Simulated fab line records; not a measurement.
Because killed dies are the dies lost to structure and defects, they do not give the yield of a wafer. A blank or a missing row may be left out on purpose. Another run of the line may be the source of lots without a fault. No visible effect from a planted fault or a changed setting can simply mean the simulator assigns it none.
Which tool is to blame? / flow sfq-line / 13 lots (39 wafers sampled), 1 step of a 325-step route

## WHAT THE GAUGES SHOWED, per wafer
SFQ_L0_THK_MEAS_902: measures by xrf.
lot=L335; measured=day 1 12:41; on=film-metro-02; L0_MONX_KI_THK (nm)=39.8 40.0 40.2
lot=L336; measured=day 1 17:41; on=film-metro-04; L0_MONX_KI_THK (nm)=39.4 38.9 39.8
lot=L337; measured=day 1 22:42; on=film-metro-03; L0_MONX_KI_THK (nm)=39.5 38.9 38.6
lot=L338; measured=day 2 03:41; on=film-metro-02; L0_MONX_KI_THK (nm)=39.8 39.8 40.4
lot=L339; measured=day 2 08:41; on=film-metro-02; L0_MONX_KI_THK (nm)=40.4 40.2 40.3
lot=L340; measured=day 2 13:41; on=film-metro-02; L0_MONX_KI_THK (nm)=40.0 40.2 40.4
lot=L341; measured=day 2 18:41; on=film-metro-03; L0_MONX_KI_THK (nm)=39.9 39.4 40.4
lot=L342; measured=day 2 23:41; on=film-metro-03; L0_MONX_KI_THK (nm)=39.8 39.7 40.1
lot=L343; measured=day 3 04:41; on=film-metro-02; L0_MONX_KI_THK (nm)=40.3 40.6 39.8
lot=L351; measured=day 4 20:41; on=film-metro-03; L0_MONX_KI_THK (nm)=40.0 39.8 40.3
lot=L353; measured=day 5 06:41; on=film-metro-04; L0_MONX_KI_THK (nm)=39.9 40.3 40.1
lot=L355; measured=day 5 16:41; on=film-metro-04; L0_MONX_KI_THK (nm)=39.9 40.3 40.5
lot=L356; measured=day 5 21:41; on=film-metro-04; L0_MONX_KI_THK (nm)=39.4 39.7 39.4

## TOOL THAT RAN EACH LOT (tool first, then ch and the chambers of the sampled wafers, then the start)
Before these readings, the record contains no process step.

## WHAT THE TOOLS THEMSELVES READ (means of the sampled wafers that have a number; where no wafer has one, the mark that the record gives instead)
The record holds no such reading with a usual standard deviation.

## THE ANSWER, worked out from the rows above alone
Rule: what is usual is taken from the lots themselves. The widest of any qualifying gaps counts: lots, ordered by their means at a reading, are off when they make up no more than a third of the lots, leave a main group of 4 or more, and stand apart from it by 3 or more times the standard deviation of that group's means. The tables above print the reading to a certain number of digits; a main group whose means all agree to those digits is not used. Also off: a lot with no number at a reading for which 4 or more lots have one. Any other lot the step has rows for is counted as sound. The gauges are gone through in route order, then the tools' own readings, and for those a lot's mean is taken as printed above. At the first step where some lot is off, the reading lying furthest off is the one used; lots without a number count as furthest.
Nothing can be told from this: no lot is off at any reading shown.

## WHAT THE SIMULATOR HAD PUT IN
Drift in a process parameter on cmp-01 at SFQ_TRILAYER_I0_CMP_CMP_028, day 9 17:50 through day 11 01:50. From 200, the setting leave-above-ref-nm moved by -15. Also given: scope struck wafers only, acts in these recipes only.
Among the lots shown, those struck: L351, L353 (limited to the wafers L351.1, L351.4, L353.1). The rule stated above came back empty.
